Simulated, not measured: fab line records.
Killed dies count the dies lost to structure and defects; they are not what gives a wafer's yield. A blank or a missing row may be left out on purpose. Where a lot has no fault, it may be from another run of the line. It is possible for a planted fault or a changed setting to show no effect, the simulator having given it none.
Matching of chambers	flow sky130	SKY_LI_CONTACT_CMP_24 on cmp-01 has 4 sister chambers
The step polishes, stops on PSG, t overpolish 20 s, target thk 0 nm. 14 wafers are shown with their chamber, then 7 later ones without.

## WAFERS WITH THEIR CHAMBER
wafer	chamber	motorCurrentA (A)	timeToEndpointS (s)	overpolishRunS (s)
L473.1	2	11.1	100	19.992
L473.2	1	11.5	100	19.999
L473.3	3	9.3	100	20.012
L474.1	1	11.5	98	20.005
L474.3	3	9.4	98	20.000
L474.5	3	9.2	101	19.993
L476.1	0	12.6	94	20.002
L476.2	2	10.9	100	20.002
L476.6	2	10.9	93	19.990
L479.1	3	9.2	98	20.003
L479.3	0	12.2	97	20.003
L479.6	2	10.6	100	20.015
L480.1	3	9.0	100	19.986
L480.3	2	11.5	98	20.023

SIGNATURES (averages over the wafers above)
reading	chamber 0	chamber 1	chamber 2	chamber 3	scatter within a chamber
motorCurrentA	12.400	11.500	11.000	9.220	0.247
timeToEndpointS	95.50	99.00	98.20	99.40	2.25
overpolishRunS	20.00250	20.00200	20.00440	19.99880	0.0111
Rule: for a wafer and a chamber, the distance is found by dividing, reading by reading, the gap between the wafer's reading and the chamber's mean by the reading's scatter, squaring, summing and taking the root. If the next closest chamber is less than 2 further off than the closest, the wafer can't be placed; otherwise it belongs to the closest. The scatter: the root of (the sum of the squares of (reading less its chamber's mean) over the shown wafers, divided by (wafers less chambers)).

## WAFERS MISSING THEIR CHAMBER
wafer	motorCurrentA (A)	timeToEndpointS (s)	overpolishRunS (s)
L480.4	11.0	94	19.993
L487.3	11.2	92	19.991
L487.4	9.6	96	20.007
L487.6	11.1	94	19.992
L489.1	11.0	101	20.000
L489.2	12.7	99	20.001
L489.3	11.6	96	19.981

## EACH ONE'S CHAMBER
wafer	from the rows above	in truth
L480.4	can't be placed: 2 or 1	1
L487.3	can't be placed: 2 or 1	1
L487.4	3	3
L487.6	can't be placed: 2 or 1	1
L489.1	can't be placed: 2 or 1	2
L489.2	0	0
L489.3	can't be placed: 1 or 2 or 0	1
Placed correctly: 2 of 7. Unplaceable from these rows: 5, with the true chamber sitting among the candidates in 5. Number placed wrongly: 0.
